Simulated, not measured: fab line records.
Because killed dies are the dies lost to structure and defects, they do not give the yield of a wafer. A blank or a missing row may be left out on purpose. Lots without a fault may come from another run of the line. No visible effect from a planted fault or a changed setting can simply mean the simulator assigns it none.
fab line records / flow sky130
record: lots: 14 wafers: 42 last_day: 50
route steps=708 shown FIELD_ISO@31 CONTACT@424 VIA1@460 METAL2@488
lots untouched by any fault: they come from a run of this same line in which no faults occurred
start_h: hours from the record's opening day to when the first of the lot's shown wafers began / wait_h: time in hours since the lot's previous step / " identical to the entry in the row above / L1.1+2: one row covering several wafers at once / - either no value or no given start / * or withheld: withheld / < > ~ a bound
route shown NAME@n: a module of which the file shows steps, and the number in the route of the first / usual: the fault-free wafers' mean and standard deviation / same: alike in all rows / chamber/n: place in a boat / sites: each site's reading / _std_site: how widely they spread, as a standard deviation / _edge_site: the outer-site mean with the inner-site mean subtracted / radius_mm: for every site, how far away it sits from the centre of the wafer / mask NAME#n: copy n / behind: the last tool/chamber to shape the wafer / hold: reason for holding the lot/hours on hold/outcome of the hold / device: which transistor (n, p or np) failed to switch / end of line: the tests these same wafers got at the end of their route / a step without rows: its recipe alone / killed: dies that structure and defects cost at the first sort, which is not the same as the wafer's yield / map: shows each die of a wafer: x if killed, . if not, _ if none is there
set.NAME: the setting that was run; set.NAME@STEP: the one run at that earlier step / model.NAME: the simulator's own value behind a step, which no gauge read
the route's steps for a sample of lots (tables are steps, rows are wafers)
services: a tool's chamber out of use, with start hour (start_h, from the record's first day; less than 0 if before it), hours out, and reason
== steps ==
step: SKY_FIELD_ISO_WET_ETCH_30
recipe: chemistry: dHF target_depth_nm: 25 target: SiO2 dilution: 10:1 temp_c: 25 time_s: 50
usual: bath_heat_duty_pct: 5.9/0.83 run_length_s: 78/3.5
lot.wafer=L999.1 tool=wet_bench-01 chamber=1 start_h=34.22 wait_h=0.0 bath_heat_duty_pct=5.7 run_length_s=82
lot.wafer=L999.3 tool=wet_bench-01 chamber=1 start_h=34.22 wait_h=0.0 bath_heat_duty_pct=6.2 run_length_s=82
lot.wafer=L999.5 tool=wet_bench-01 chamber=1 start_h=34.22 wait_h=0.0 bath_heat_duty_pct=5.5 run_length_s=82
lot.wafer=L100.1 tool=wet_bench-03 chamber=3 start_h=42.55 wait_h=0.0 bath_heat_duty_pct=5.9 run_length_s=76
lot.wafer=L100.4 tool=wet_bench-03 chamber=3 start_h=42.55 wait_h=0.0 bath_heat_duty_pct=4.9 run_length_s=76
lot.wafer=L100.6 tool=wet_bench-03 chamber=3 start_h=42.55 wait_h=0.0 bath_heat_duty_pct=5.9 run_length_s=76
lot.wafer=L101.1 tool=wet_bench-04 chamber=0 start_h=47.13 wait_h=0.0 bath_heat_duty_pct=7.5 run_length_s=83
lot.wafer=L101.2 tool=wet_bench-04 chamber=0 start_h=47.13 wait_h=0.0 bath_heat_duty_pct=7.2 run_length_s=83
lot.wafer=L101.5 tool=wet_bench-04 chamber=0 start_h=47.13 wait_h=0.0 bath_heat_duty_pct=7.6 run_length_s=83
lot.wafer=L103.1 tool=wet_bench-01 chamber=1 start_h=54.31 wait_h=0.0 bath_heat_duty_pct=6.2 run_length_s=75
lot.wafer=L103.2 tool=wet_bench-01 chamber=1 start_h=54.31 wait_h=0.0 bath_heat_duty_pct=6.2 run_length_s=75
lot.wafer=L103.6 tool=wet_bench-01 chamber=1 start_h=54.31 wait_h=0.0 bath_heat_duty_pct=6.0 run_length_s=75
lot.wafer=L105.2 tool=wet_bench-04 chamber=2 start_h=68.12 wait_h=0.0 bath_heat_duty_pct=5.4 run_length_s=76
lot.wafer=L105.3 tool=wet_bench-04 chamber=2 start_h=68.12 wait_h=0.0 bath_heat_duty_pct=5.4 run_length_s=76
lot.wafer=L105.4 tool=wet_bench-04 chamber=2 start_h=68.12 wait_h=0.0 bath_heat_duty_pct=4.8 run_length_s=76
lot.wafer=L106.1 tool=wet_bench-01 chamber=3 start_h=71.77 wait_h=0.0 bath_heat_duty_pct=4.9 run_length_s=76
lot.wafer=L106.3 tool=wet_bench-01 chamber=3 start_h=71.77 wait_h=0.0 bath_heat_duty_pct=5.4 run_length_s=76
lot.wafer=L106.5 tool=wet_bench-01 chamber=3 start_h=71.77 wait_h=0.0 bath_heat_duty_pct=5.2 run_length_s=76
lot.wafer=L107.4 tool=wet_bench-04 chamber=0 start_h=75.48 wait_h=0.0 bath_heat_duty_pct=6.5 run_length_s=77
lot.wafer=L107.5 tool=wet_bench-04 chamber=0 start_h=75.48 wait_h=0.0 bath_heat_duty_pct=7.3 run_length_s=77
lot.wafer=L107.6 tool=wet_bench-04 chamber=0 start_h=75.48 wait_h=0.0 bath_heat_duty_pct=7.2 run_length_s=77
lot.wafer=L108.2 tool=wet_bench-01 chamber=0 start_h=81.00 wait_h=0.0 bath_heat_duty_pct=7.2 run_length_s=84
lot.wafer=L108.4 tool=wet_bench-01 chamber=0 start_h=81.00 wait_h=0.0 bath_heat_duty_pct=6.0 run_length_s=84
lot.wafer=L108.6 tool=wet_bench-01 chamber=0 start_h=81.00 wait_h=0.0 bath_heat_duty_pct=5.4 run_length_s=84
lot.wafer=L109.1 tool=wet_bench-04 chamber=3 start_h=84.40 wait_h=0.0 bath_heat_duty_pct=5.1 run_length_s=76
lot.wafer=L109.3 tool=wet_bench-04 chamber=3 start_h=84.40 wait_h=0.0 bath_heat_duty_pct=5.2 run_length_s=76
lot.wafer=L109.5 tool=wet_bench-04 chamber=3 start_h=84.40 wait_h=0.0 bath_heat_duty_pct=4.5 run_length_s=76
lot.wafer=L110.1 tool=wet_bench-03 chamber=1 start_h=90.78 wait_h=0.0 bath_heat_duty_pct=6.4 run_length_s=76
lot.wafer=L110.3 tool=wet_bench-03 chamber=1 start_h=90.78 wait_h=0.0 bath_heat_duty_pct=7.5 run_length_s=76
lot.wafer=L110.5 tool=wet_bench-03 chamber=1 start_h=90.78 wait_h=0.0 bath_heat_duty_pct=7.5 run_length_s=76
lot.wafer=L113.1 tool=wet_bench-01 chamber=3 start_h=108.36 wait_h=0.0 bath_heat_duty_pct=- run_length_s=-
lot.wafer=L113.3 tool=wet_bench-01 chamber=3 start_h=108.36 wait_h=0.0 bath_heat_duty_pct=- run_length_s=-
lot.wafer=L113.6 tool=wet_bench-01 chamber=3 start_h=108.36 wait_h=0.0 bath_heat_duty_pct=- run_length_s=-
lot.wafer=L114.3 tool=wet_bench-01 chamber=2 start_h=116.46 wait_h=0.0 bath_heat_duty_pct=- run_length_s=-
lot.wafer=L114.4 tool=wet_bench-01 chamber=2 start_h=116.46 wait_h=0.0 bath_heat_duty_pct=- run_length_s=-
lot.wafer=L114.5 tool=wet_bench-01 chamber=2 start_h=116.46 wait_h=0.0 bath_heat_duty_pct=- run_length_s=-
lot.wafer=L121.1 tool=wet_bench-03 chamber=2 start_h=155.70 wait_h=0.0 bath_heat_duty_pct=6.5 run_length_s=76
lot.wafer=L121.5 tool=wet_bench-03 chamber=2 start_h=155.70 wait_h=0.0 bath_heat_duty_pct=6.3 run_length_s=76
lot.wafer=L121.6 tool=wet_bench-03 chamber=2 start_h=155.70 wait_h=0.0 bath_heat_duty_pct=5.8 run_length_s=76
lot.wafer=L122.3 tool=wet_bench-04 chamber=3 start_h=163.36 wait_h=0.0 bath_heat_duty_pct=5.6 run_length_s=84
lot.wafer=L122.4 tool=wet_bench-04 chamber=3 start_h=163.36 wait_h=0.0 bath_heat_duty_pct=5.8 run_length_s=84
lot.wafer=L122.5 tool=wet_bench-04 chamber=3 start_h=163.36 wait_h=0.0 bath_heat_duty_pct=5.5 run_length_s=84
step: SKY_CONTACT_ETCH_18
recipe: target: Si3N4 chemistry: CHF3/O2 stop_on: TiN source_w: 600 bias_w: 200 pressure_mtorr: 40 chf3_flow_sccm: 50 O2_flow_sccm: 5 time_s: 39 target_depth_a: 750
usual: O2_flow_sccm: 5.000/0.015 bias_w: 200.0/0.65 drypump_motor_current_A: 6.0/0.56 oes_product_au: 0.857/0.0085 throttle_valve_pct: 8.794/0.0095
lot.wafer=L999.1 tool=rie_diel-03 chamber=0 start_h=- wait_h=- O2_flow_sccm=4.988 bias_w=200.9 drypump_motor_current_A=5.7 oes_product_au=0.850 rf_hours_counter_h=5 throttle_valve_pct=8.779
lot.wafer=L999.3 tool=rie_diel-03 chamber=3 start_h=- wait_h=- O2_flow_sccm=4.985 bias_w=200.4 drypump_motor_current_A=6.4 oes_product_au=0.864 rf_hours_counter_h=43 throttle_valve_pct=8.789
lot.wafer=L999.5 tool=rie_diel-03 chamber=1 start_h=- wait_h=- O2_flow_sccm=5.009 bias_w=200.4 drypump_motor_current_A=6.6 oes_product_au=0.863 rf_hours_counter_h=- throttle_valve_pct=8.793
lot.wafer=L100.1 tool=rie_diel-03 chamber=1 start_h=- wait_h=- O2_flow_sccm=5.001 bias_w=199.8 drypump_motor_current_A=6.7 oes_product_au=0.845 rf_hours_counter_h=2 throttle_valve_pct=8.778
lot.wafer=L100.4 tool=rie_diel-03 chamber=1 start_h=- wait_h=- O2_flow_sccm=4.988 bias_w=199.4 drypump_motor_current_A=6.7 oes_product_au=0.856 rf_hours_counter_h=- throttle_valve_pct=8.793
lot.wafer=L100.6 tool=rie_diel-03 chamber=3 start_h=- wait_h=- O2_flow_sccm=5.006 bias_w=199.1 drypump_motor_current_A=6.4 oes_product_au=0.861 rf_hours_counter_h=- throttle_valve_pct=8.780
lot.wafer=L101.1 tool=rie_diel-02 chamber=3 start_h=- wait_h=- O2_flow_sccm=4.984 bias_w=200.0 drypump_motor_current_A=6.6 oes_product_au=0.858 rf_hours_counter_h=4 throttle_valve_pct=8.799
lot.wafer=L101.2 tool=rie_diel-02 chamber=0 start_h=- wait_h=- O2_flow_sccm=4.991 bias_w=200.9 drypump_motor_current_A=6.2 oes_product_au=0.844 rf_hours_counter_h=2 throttle_valve_pct=8.783
lot.wafer=L101.5 tool=rie_diel-02 chamber=0 start_h=- wait_h=- O2_flow_sccm=4.990 bias_w=200.3 drypump_motor_current_A=6.2 oes_product_au=0.864 rf_hours_counter_h=- throttle_valve_pct=8.794
lot.wafer=L103.1 tool=rie_diel-02 chamber=0 start_h=- wait_h=- O2_flow_sccm=4.989 bias_w=200.0 drypump_motor_current_A=6.2 oes_product_au=0.860 rf_hours_counter_h=3 throttle_valve_pct=8.792
lot.wafer=L103.2 tool=rie_diel-02 chamber=3 start_h=- wait_h=- O2_flow_sccm=4.996 bias_w=199.8 drypump_motor_current_A=6.6 oes_product_au=0.855 rf_hours_counter_h=4 throttle_valve_pct=8.789
lot.wafer=L103.6 tool=rie_diel-02 chamber=1 start_h=- wait_h=- O2_flow_sccm=5.003 bias_w=200.1 drypump_motor_current_A=4.8 oes_product_au=0.861 rf_hours_counter_h=- throttle_valve_pct=8.792
lot.wafer=L105.2 tool=rie_diel-03 chamber=1 start_h=- wait_h=- O2_flow_sccm=4.988 bias_w=199.8 drypump_motor_current_A=6.7 oes_product_au=0.841 rf_hours_counter_h=4 throttle_valve_pct=8.781
lot.wafer=L105.3 tool=rie_diel-03 chamber=3 start_h=- wait_h=- O2_flow_sccm=5.025 bias_w=198.8 drypump_motor_current_A=6.4 oes_product_au=0.836 rf_hours_counter_h=0 throttle_valve_pct=8.786
lot.wafer=L105.4 tool=rie_diel-03 chamber=2 start_h=- wait_h=- O2_flow_sccm=5.009 bias_w=201.1 drypump_motor_current_A=5.7 oes_product_au=0.856 rf_hours_counter_h=1 throttle_valve_pct=8.778
lot.wafer=L106.1 tool=rie_diel-03 chamber=3 start_h=- wait_h=- O2_flow_sccm=5.020 bias_w=199.7 drypump_motor_current_A=6.4 oes_product_au=0.850 rf_hours_counter_h=1 throttle_valve_pct=8.791
lot.wafer=L106.3 tool=rie_diel-03 chamber=0 start_h=- wait_h=- O2_flow_sccm=5.004 bias_w=198.5 drypump_motor_current_A=5.8 oes_product_au=0.844 rf_hours_counter_h=8 throttle_valve_pct=8.794
lot.wafer=L106.5 tool=rie_diel-03 chamber=0 start_h=- wait_h=- O2_flow_sccm=5.011 bias_w=199.3 drypump_motor_current_A=5.7 oes_product_au=0.866 rf_hours_counter_h=- throttle_valve_pct=8.798
lot.wafer=L107.4 tool=rie_diel-01 chamber=1 start_h=- wait_h=- O2_flow_sccm=5.040 bias_w=200.2 drypump_motor_current_A=6.5 oes_product_au=0.875 rf_hours_counter_h=- throttle_valve_pct=8.796
lot.wafer=L107.5 tool=rie_diel-01 chamber=2 start_h=- wait_h=- O2_flow_sccm=4.972 bias_w=200.9 drypump_motor_current_A=5.9 oes_product_au=0.872 rf_hours_counter_h=- throttle_valve_pct=8.795
lot.wafer=L107.6 tool=rie_diel-01 chamber=0 start_h=- wait_h=- O2_flow_sccm=4.999 bias_w=201.0 drypump_motor_current_A=6.1 oes_product_au=0.857 rf_hours_counter_h=- throttle_valve_pct=8.788
lot.wafer=L108.2 tool=rie_diel-03 chamber=3 start_h=- wait_h=- O2_flow_sccm=4.987 bias_w=199.5 drypump_motor_current_A=6.4 oes_product_au=0.861 rf_hours_counter_h=1 throttle_valve_pct=8.787
lot.wafer=L108.4 tool=rie_diel-03 chamber=2 start_h=- wait_h=- O2_flow_sccm=4.997 bias_w=200.8 drypump_motor_current_A=5.7 oes_product_au=0.860 rf_hours_counter_h=2 throttle_valve_pct=8.772
lot.wafer=L108.6 tool=rie_diel-03 chamber=2 start_h=- wait_h=- O2_flow_sccm=4.998 bias_w=200.3 drypump_motor_current_A=5.7 oes_product_au=0.851 rf_hours_counter_h=- throttle_valve_pct=8.792
lot.wafer=L109.1 tool=rie_diel-03 chamber=1 start_h=- wait_h=- O2_flow_sccm=4.996 bias_w=200.1 drypump_motor_current_A=6.6 oes_product_au=0.863 rf_hours_counter_h=5 throttle_valve_pct=8.810
lot.wafer=L109.3 tool=rie_diel-03 chamber=0 start_h=- wait_h=- O2_flow_sccm=5.000 bias_w=200.1 drypump_motor_current_A=5.7 oes_product_au=0.852 rf_hours_counter_h=8 throttle_valve_pct=8.786
lot.wafer=L109.5 tool=rie_diel-03 chamber=0 start_h=- wait_h=- O2_flow_sccm=5.005 bias_w=199.8 drypump_motor_current_A=5.7 oes_product_au=0.862 rf_hours_counter_h=- throttle_valve_pct=8.806
lot.wafer=L110.1 tool=rie_diel-01 chamber=0 start_h=- wait_h=- O2_flow_sccm=4.981 bias_w=199.1 drypump_motor_current_A=6.2 oes_product_au=0.849 rf_hours_counter_h=20 throttle_valve_pct=8.799
lot.wafer=L110.3 tool=rie_diel-01 chamber=1 start_h=- wait_h=- O2_flow_sccm=5.002 bias_w=200.8 drypump_motor_current_A=6.5 oes_product_au=0.849 rf_hours_counter_h=19 throttle_valve_pct=8.811
lot.wafer=L110.5 tool=rie_diel-01 chamber=1 start_h=- wait_h=- O2_flow_sccm=4.988 bias_w=200.4 drypump_motor_current_A=6.5 oes_product_au=0.863 rf_hours_counter_h=- throttle_valve_pct=8.802
lot.wafer=L121.1 tool=rie_diel-02 chamber=0 start_h=- wait_h=- O2_flow_sccm=4.985 bias_w=200.4 drypump_motor_current_A=6.2 oes_product_au=0.860 rf_hours_counter_h=7 throttle_valve_pct=8.788
lot.wafer=L121.5 tool=rie_diel-02 chamber=2 start_h=- wait_h=- O2_flow_sccm=4.993 bias_w=200.2 drypump_motor_current_A=5.4 oes_product_au=0.853 rf_hours_counter_h=- throttle_valve_pct=8.796
lot.wafer=L121.6 tool=rie_diel-02 chamber=1 start_h=- wait_h=- O2_flow_sccm=5.023 bias_w=199.5 drypump_motor_current_A=4.8 oes_product_au=0.874 rf_hours_counter_h=- throttle_valve_pct=8.787
lot.wafer=L122.3 tool=rie_diel-02 chamber=1 start_h=- wait_h=- O2_flow_sccm=5.006 bias_w=199.0 drypump_motor_current_A=4.8 oes_product_au=0.847 rf_hours_counter_h=18 throttle_valve_pct=8.794
lot.wafer=L122.4 tool=rie_diel-02 chamber=3 start_h=- wait_h=- O2_flow_sccm=4.993 bias_w=200.2 drypump_motor_current_A=6.7 oes_product_au=0.865 rf_hours_counter_h=9 throttle_valve_pct=8.782
lot.wafer=L122.5 tool=rie_diel-02 chamber=0 start_h=- wait_h=- O2_flow_sccm=5.016 bias_w=199.6 drypump_motor_current_A=6.2 oes_product_au=0.873 rf_hours_counter_h=- throttle_valve_pct=8.780
step: SKY_VIA1_CMP_02
recipe: material: SiO2 down_force_psi: 4 platen_rpm: 60 pad_velocity_m_s: 0.94248
usual: motor_current_A: 12.8/0.79 retaining_ring_pressure_frac: 0.999/0.0048
lot.wafer=L999.3 tool=cmp-01 chamber=1 start_h=768.10 wait_h=0.0 motor_current_A=13.4 retaining_ring_pressure_frac=1.000
lot.wafer=L999.1 tool=cmp-01 chamber=0 start_h=768.10 wait_h=0.0 motor_current_A=13.5 retaining_ring_pressure_frac=1.001
lot.wafer=L999.5 tool=cmp-01 chamber=1 start_h=768.10 wait_h=0.0 motor_current_A=13.3 retaining_ring_pressure_frac=0.992
lot.wafer=L100.4 tool=cmp-01 chamber=3 start_h=776.20 wait_h=0.2 motor_current_A=12.8 retaining_ring_pressure_frac=0.995
lot.wafer=L100.1 tool=cmp-01 chamber=2 start_h=776.20 wait_h=0.2 motor_current_A=13.7 retaining_ring_pressure_frac=0.997
lot.wafer=L100.6 tool=cmp-01 chamber=0 start_h=776.20 wait_h=0.2 motor_current_A=13.4 retaining_ring_pressure_frac=1.006
lot.wafer=L101.1 tool=cmp-02 chamber=0 start_h=786.80 wait_h=0.1 motor_current_A=13.8 retaining_ring_pressure_frac=0.996
lot.wafer=L101.2 tool=cmp-02 chamber=1 start_h=786.80 wait_h=0.1 motor_current_A=12.8 retaining_ring_pressure_frac=0.985
lot.wafer=L101.5 tool=cmp-02 chamber=2 start_h=786.80 wait_h=0.1 motor_current_A=12.1 retaining_ring_pressure_frac=0.999
lot.wafer=L103.1 tool=cmp-02 chamber=3 start_h=797.03 wait_h=0.1 motor_current_A=12.9 retaining_ring_pressure_frac=0.994
lot.wafer=L103.2 tool=cmp-02 chamber=0 start_h=797.03 wait_h=0.1 motor_current_A=13.3 retaining_ring_pressure_frac=1.009
lot.wafer=L103.6 tool=cmp-02 chamber=0 start_h=797.03 wait_h=0.1 motor_current_A=13.5 retaining_ring_pressure_frac=1.003
lot.wafer=L105.3 tool=cmp-02 chamber=3 start_h=820.08 wait_h=0.0 motor_current_A=13.4 retaining_ring_pressure_frac=0.995
lot.wafer=L105.4 tool=cmp-02 chamber=0 start_h=820.08 wait_h=0.0 motor_current_A=13.6 retaining_ring_pressure_frac=1.007
lot.wafer=L105.2 tool=cmp-02 chamber=1 start_h=820.08 wait_h=0.0 motor_current_A=11.4 retaining_ring_pressure_frac=0.999
lot.wafer=L106.3 tool=cmp-02 chamber=3 start_h=830.76 wait_h=0.1 motor_current_A=13.0 retaining_ring_pressure_frac=1.000
lot.wafer=L106.1 tool=cmp-02 chamber=1 start_h=830.76 wait_h=0.1 motor_current_A=11.6 retaining_ring_pressure_frac=0.997
lot.wafer=L106.5 tool=cmp-02 chamber=3 start_h=830.76 wait_h=0.1 motor_current_A=13.1 retaining_ring_pressure_frac=0.998
lot.wafer=L107.4 tool=cmp-01 chamber=1 start_h=833.34 wait_h=0.0 motor_current_A=13.1 retaining_ring_pressure_frac=1.006
lot.wafer=L107.6 tool=cmp-01 chamber=1 start_h=833.34 wait_h=0.0 motor_current_A=12.9 retaining_ring_pressure_frac=1.000
lot.wafer=L107.5 tool=cmp-01 chamber=2 start_h=833.34 wait_h=0.0 motor_current_A=12.8 retaining_ring_pressure_frac=1.007
lot.wafer=L108.4 tool=cmp-02 chamber=2 start_h=838.82 wait_h=0.0 motor_current_A=11.3 retaining_ring_pressure_frac=0.999
lot.wafer=L108.2 tool=cmp-02 chamber=0 start_h=838.82 wait_h=0.0 motor_current_A=13.4 retaining_ring_pressure_frac=0.990
lot.wafer=L108.6 tool=cmp-02 chamber=2 start_h=838.82 wait_h=0.0 motor_current_A=11.6 retaining_ring_pressure_frac=1.009
lot.wafer=L109.1 tool=cmp-02 chamber=0 start_h=845.09 wait_h=0.1 motor_current_A=13.8 retaining_ring_pressure_frac=0.997
lot.wafer=L109.3 tool=cmp-02 chamber=2 start_h=845.09 wait_h=0.1 motor_current_A=11.7 retaining_ring_pressure_frac=0.996
lot.wafer=L109.5 tool=cmp-02 chamber=1 start_h=845.09 wait_h=0.1 motor_current_A=11.5 retaining_ring_pressure_frac=1.001
lot.wafer=L110.1 tool=cmp-01 chamber=1 start_h=852.43 wait_h=0.1 motor_current_A=13.4 retaining_ring_pressure_frac=0.996
lot.wafer=L110.3 tool=cmp-01 chamber=3 start_h=852.43 wait_h=0.1 motor_current_A=13.0 retaining_ring_pressure_frac=1.008
lot.wafer=L110.5 tool=cmp-01 chamber=2 start_h=852.43 wait_h=0.1 motor_current_A=13.5 retaining_ring_pressure_frac=0.992
lot.wafer=L121.1 tool=cmp-01 chamber=1 start_h=942.63 wait_h=0.1 motor_current_A=13.5 retaining_ring_pressure_frac=0.992
lot.wafer=L121.5 tool=cmp-01 chamber=3 start_h=942.63 wait_h=0.1 motor_current_A=12.7 retaining_ring_pressure_frac=0.992
lot.wafer=L121.6 tool=cmp-01 chamber=0 start_h=942.63 wait_h=0.1 motor_current_A=13.1 retaining_ring_pressure_frac=0.995
lot.wafer=L122.3 tool=cmp-02 chamber=1 start_h=949.09 wait_h=0.1 motor_current_A=11.3 retaining_ring_pressure_frac=1.002
lot.wafer=L122.4 tool=cmp-02 chamber=3 start_h=949.09 wait_h=0.1 motor_current_A=12.8 retaining_ring_pressure_frac=1.001
lot.wafer=L122.5 tool=cmp-02 chamber=1 start_h=949.09 wait_h=0.1 motor_current_A=10.9 retaining_ring_pressure_frac=0.999
step: SKY_METAL2_RS_MEAS_05
recipe: thk_meas_gauge: four-point-probe reads: TiN_of_METAL2_SPUTTER_04+Ti_of_METAL2_SPUTTER_03+AlCu_of_METAL2_SPUTTER_02+TiN_of_METAL2_SPUTTER_01+Ti_of_METAL2_SPUTTER_00
usual: METAL2_ALCU_RS: 0.1265/0.0017
lot.wafer=L999.1 tool=film_metro-04 chamber=- start_h=797.77 wait_h=0.0 METAL2_ALCU_RS[ohm/sq]=0.1288
lot.wafer=L999.3 tool=film_metro-04 chamber=- start_h=797.77 wait_h=0.0 METAL2_ALCU_RS[ohm/sq]=0.1258
lot.wafer=L999.5 tool=film_metro-04 chamber=- start_h=797.77 wait_h=0.0 METAL2_ALCU_RS[ohm/sq]=0.1286
lot.wafer=L100.1 tool=film_metro-02 chamber=- start_h=804.36 wait_h=0.0 METAL2_ALCU_RS[ohm/sq]=0.1270
lot.wafer=L100.4 tool=film_metro-02 chamber=- start_h=804.36 wait_h=0.0 METAL2_ALCU_RS[ohm/sq]=0.1243
lot.wafer=L100.6 tool=film_metro-02 chamber=- start_h=804.36 wait_h=0.0 METAL2_ALCU_RS[ohm/sq]=0.1267
lot.wafer=L101.1 tool=film_metro-03 chamber=- start_h=815.03 wait_h=0.0 METAL2_ALCU_RS[ohm/sq]=0.1264
lot.wafer=L101.2 tool=film_metro-03 chamber=- start_h=815.03 wait_h=0.0 METAL2_ALCU_RS[ohm/sq]=0.1262
lot.wafer=L101.5 tool=film_metro-03 chamber=- start_h=815.03 wait_h=0.0 METAL2_ALCU_RS[ohm/sq]=0.1267
lot.wafer=L103.1 tool=film_metro-03 chamber=- start_h=824.99 wait_h=0.0 METAL2_ALCU_RS[ohm/sq]=0.1282
lot.wafer=L103.2 tool=film_metro-03 chamber=- start_h=824.99 wait_h=0.0 METAL2_ALCU_RS[ohm/sq]=0.1246
lot.wafer=L103.6 tool=film_metro-03 chamber=- start_h=824.99 wait_h=0.0 METAL2_ALCU_RS[ohm/sq]=0.1273
lot.wafer=L105.2 tool=film_metro-03 chamber=- start_h=848.36 wait_h=0.0 METAL2_ALCU_RS[ohm/sq]=0.1298
lot.wafer=L105.3 tool=film_metro-03 chamber=- start_h=848.36 wait_h=0.0 METAL2_ALCU_RS[ohm/sq]=0.1230
lot.wafer=L105.4 tool=film_metro-03 chamber=- start_h=848.36 wait_h=0.0 METAL2_ALCU_RS[ohm/sq]=0.1266
lot.wafer=L106.1 tool=film_metro-04 chamber=- start_h=859.66 wait_h=0.0 METAL2_ALCU_RS[ohm/sq]=0.1277
lot.wafer=L106.3 tool=film_metro-04 chamber=- start_h=859.66 wait_h=0.0 METAL2_ALCU_RS[ohm/sq]=0.1253
lot.wafer=L106.5 tool=film_metro-04 chamber=- start_h=859.66 wait_h=0.0 METAL2_ALCU_RS[ohm/sq]=0.1268
lot.wafer=L107.4 tool=film_metro-02 chamber=- start_h=861.70 wait_h=0.1 METAL2_ALCU_RS[ohm/sq]=0.1254
lot.wafer=L107.5 tool=film_metro-02 chamber=- start_h=861.70 wait_h=0.1 METAL2_ALCU_RS[ohm/sq]=0.1257
lot.wafer=L107.6 tool=film_metro-02 chamber=- start_h=861.70 wait_h=0.1 METAL2_ALCU_RS[ohm/sq]=0.1260
lot.wafer=L108.2 tool=film_metro-04 chamber=- start_h=867.68 wait_h=0.0 METAL2_ALCU_RS[ohm/sq]=0.1269
lot.wafer=L108.4 tool=film_metro-04 chamber=- start_h=867.68 wait_h=0.0 METAL2_ALCU_RS[ohm/sq]=0.1253
lot.wafer=L108.6 tool=film_metro-04 chamber=- start_h=867.68 wait_h=0.0 METAL2_ALCU_RS[ohm/sq]=0.1275
lot.wafer=L109.1 tool=film_metro-02 chamber=- start_h=872.60 wait_h=0.0 METAL2_ALCU_RS[ohm/sq]=0.1281
lot.wafer=L109.3 tool=film_metro-02 chamber=- start_h=872.60 wait_h=0.0 METAL2_ALCU_RS[ohm/sq]=0.1263
lot.wafer=L109.5 tool=film_metro-02 chamber=- start_h=872.60 wait_h=0.0 METAL2_ALCU_RS[ohm/sq]=0.1267
lot.wafer=L110.1 tool=film_metro-04 chamber=- start_h=880.34 wait_h=0.0 METAL2_ALCU_RS[ohm/sq]=0.1252
lot.wafer=L110.3 tool=film_metro-04 chamber=- start_h=880.34 wait_h=0.0 METAL2_ALCU_RS[ohm/sq]=0.1252
lot.wafer=L110.5 tool=film_metro-04 chamber=- start_h=880.34 wait_h=0.0 METAL2_ALCU_RS[ohm/sq]=0.1248
lot.wafer=L121.1 tool=film_metro-04 chamber=- start_h=969.12 wait_h=0.0 METAL2_ALCU_RS[ohm/sq]=0.1253
lot.wafer=L121.5 tool=film_metro-04 chamber=- start_h=969.12 wait_h=0.0 METAL2_ALCU_RS[ohm/sq]=0.1269
lot.wafer=L121.6 tool=film_metro-04 chamber=- start_h=969.12 wait_h=0.0 METAL2_ALCU_RS[ohm/sq]=0.1257
lot.wafer=L122.3 tool=film_metro-04 chamber=- start_h=975.54 wait_h=0.1 METAL2_ALCU_RS[ohm/sq]=0.1267
lot.wafer=L122.4 tool=film_metro-04 chamber=- start_h=975.54 wait_h=0.1 METAL2_ALCU_RS[ohm/sq]=0.1258
lot.wafer=L122.5 tool=film_metro-04 chamber=- start_h=975.54 wait_h=0.1 METAL2_ALCU_RS[ohm/sq]=0.1255
== services ==
tool=cmp-02 chamber=- start_h=29.91 hours=3.5 kind=repair
tool=cmp-02 chamber=- start_h=32.99 hours=0.9 kind=repair
tool=cmp-02 chamber=- start_h=68.09 hours=16.0 kind=pm
tool=cmp-02 chamber=- start_h=92.56 hours=9.6 kind=repair
tool=cmp-02 chamber=- start_h=107.23 hours=6.2 kind=pm
tool=cmp-02 chamber=- start_h=232.00 hours=4.0 kind=pm
tool=cmp-02 chamber=- start_h=270.00 hours=0.3 kind=repair
tool=cmp-02 chamber=- start_h=275.26 hours=1.5 kind=repair
tool=cmp-02 chamber=- start_h=344.58 hours=0.8 kind=repair
tool=cmp-02 chamber=- start_h=352.69 hours=2.4 kind=repair
tool=cmp-02 chamber=- start_h=357.80 hours=3.6 kind=pm
tool=cmp-02 chamber=- start_h=362.44 hours=1.7 kind=repair
tool=cmp-02 chamber=- start_h=544.16 hours=2.0 kind=repair
tool=cmp-02 chamber=- start_h=572.00 hours=4.0 kind=pm
tool=cmp-02 chamber=- start_h=612.49 hours=3.1 kind=repair
tool=cmp-02 chamber=- start_h=645.85 hours=2.2 kind=repair
tool=cmp-02 chamber=- start_h=662.01 hours=0.3 kind=repair
tool=cmp-02 chamber=- start_h=675.43 hours=0.6 kind=repair
tool=cmp-02 chamber=- start_h=726.80 hours=4.5 kind=pm
tool=cmp-02 chamber=- start_h=763.27 hours=5.4 kind=pm
tool=cmp-02 chamber=- start_h=771.91 hours=4.4 kind=repair
tool=cmp-02 chamber=- start_h=834.26 hours=0.9 kind=repair
tool=cmp-02 chamber=- start_h=849.20 hours=1.7 kind=repair
tool=cmp-02 chamber=- start_h=912.00 hours=4.0 kind=pm
== key ==
first_sign: step: SKY_FIELD_ISO_WET_ETCH_30 reading: tool_record direction: missing
effect none on later readings
met_at SKY_FIELD_ISO_WET_ETCH_30
struck_lots L113,L114
later_rows_left_out L113.1,L113.3,L113.6,L114.3,L114.4,L114.5
sort_left_out L113.1,L113.3,L113.6,L114.3,L114.4,L114.5
tester_left_out L113,L114
not_acting_at SKY_CONTACT_ETCH_18,SKY_VIA1_CMP_02,SKY_METAL2_RS_MEAS_05
onset_between 81.00 108.36
fault: kind: skipped_step_whole tool: wet_bench-01 chamber: - onset_h: 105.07 steps: SKY_FIELD_ISO_WET_ETCH_30 scope: struck_lots_only
tester_left_out: of these lots the tester's yield and bins aren't shown, on N5 and GAA mostly nor the transistor test; their killed dies are dies lost to structure and defects alone, not to doping, threshold or leakage, so they don't give the yield
sort_left_out: the simulated sort isn't trusted on such a fault, so these wafers' sort isn't shown, and their yield isn't known
later_rows_left_out: the simulator's readings of these wafers behind a module that went badly wrong aren't trusted and aren't shown, but for the sort
